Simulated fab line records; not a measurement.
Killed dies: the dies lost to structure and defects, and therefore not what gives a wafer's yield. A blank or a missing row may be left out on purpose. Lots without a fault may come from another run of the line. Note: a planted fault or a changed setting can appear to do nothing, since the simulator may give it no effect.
A struck lot beside a sound one | flow sky130 | 15 out of 708 route steps
Sound: wafers L353.1, L353.2, L353.4. The struck wafers were L364.3, L364.4, L364.6. At the end, the cause is stated.
Per side, at each step with rows, come the tool, then ch with its chambers, and then its first start. Under that, the readings that differ: sound wafers | struck wafers | difference of the means | sigmas: that difference in standard deviations of wafers without a fault.
alike: readings whose means differ by less than 2 such deviations, and words and numbers that are the same on both sides. not compared: withheld readings, readings that some wafer has no value for, bounds like >300 that may hide the same value, and numbers for which the record gives no deviation and whose values overlap.
The two part at a step that has a row with sigmas, a row that says differs or no value, or rows on one side only. Numbers that don't overlap but have no deviation are shown without sigmas and don't part them. A reading missing from all wafers of one side parts the sides only when that side holds two or more wafers.

SKY_VT_ADJUST_LVTN_TW_MEAS_10:
  sound on film_metro-02 at day 8 17:44; struck on film_metro-04 at day 11 17:37
  alike: VT_ADJUST_LVTN_TW
then, 7 steps without rows for these wafers: SKY_VT_ADJUST_LVTN_DEHYDRATE_11 (time 60 s); SKY_VT_ADJUST_LVTN_HMDS_12 (prime time 60 s); SKY_VT_ADJUST_LVTN_COAT_13 (resist thk 1140 nm); SKY_VT_ADJUST_LVTN_SOFTBAKE_14 (time 60 s); SKY_VT_ADJUST_LVTN_EXPOSE_15 (exposes mask HVN STD DERIVED, target cd 600 nm); SKY_VT_ADJUST_LVTN_PEB_16; SKY_VT_ADJUST_LVTN_DEVELOP_17 (develop time 60 s).
SKY_VT_ADJUST_LVTN_OVL_MEAS_18:
  sound on overlay-02 at day 9 15:31; struck on overlay-01 at day 12 19:13
  alike: VT_ADJUST_LVTN_01_OVL
then, 1 step without rows for these wafers: SKY_VT_ADJUST_LVTN_IMPLANT_19.
SKY_VT_ADJUST_LVTN_STRIP_20: strips in O2/N2.
  sound on plasma_asher-03 ch 0,1, day 9 15:43; struck on plasma_asher-03 ch 0,1, day 12 19:25
  alike: drypump_motor_current_A, oes_product_au, strip_time_to_endpoint_s
  not compared: rf_hours_counter_h
SKY_VT_ADJUST_LVTN_TW_MEAS_21:
  sound on film_metro-02 at day 9 15:49; struck on film_metro-01 at day 12 19:31
  reading             | sound             | struck            | difference | sigmas
  VT_ADJUST_LVTN_2_TW | 189.2 188.7 189.6 | 187.3 185.7 186.5 | -2.7       | -2
SKY_VT_ADJUST_NCORE_DEHYDRATE_00: time 60 s.
  sound on litho_track-03 ch 0, day 10 01:40; struck on litho_track-02 ch 0, day 13 07:01
  reading                  | sound                | struck               | difference | sigmas
  heater_power_total_W (W) | 160.44 160.05 160.19 | 163.09 163.15 162.89 | +2.82      | +22
  run_length_s (s)         | 89.29 89.33 89.27    | 86.61 86.57 86.75    | -2.65      | -22
  alike: resist_line_temp_C
then, 1 step without rows for these wafers: SKY_VT_ADJUST_NCORE_HMDS_01 (prime time 60 s).
SKY_PAD_OPEN_PROBE_99:
  rows exist in the record for the sound wafers here (prober-02, day 48 02:01), none for the struck ones

## WHERE THEY PART
Earliest at SKY_VT_ADJUST_LVTN_TW_MEAS_21; latest, in this record, at SKY_PAD_OPEN_PROBE_99.

WHY: what the simulator had put in
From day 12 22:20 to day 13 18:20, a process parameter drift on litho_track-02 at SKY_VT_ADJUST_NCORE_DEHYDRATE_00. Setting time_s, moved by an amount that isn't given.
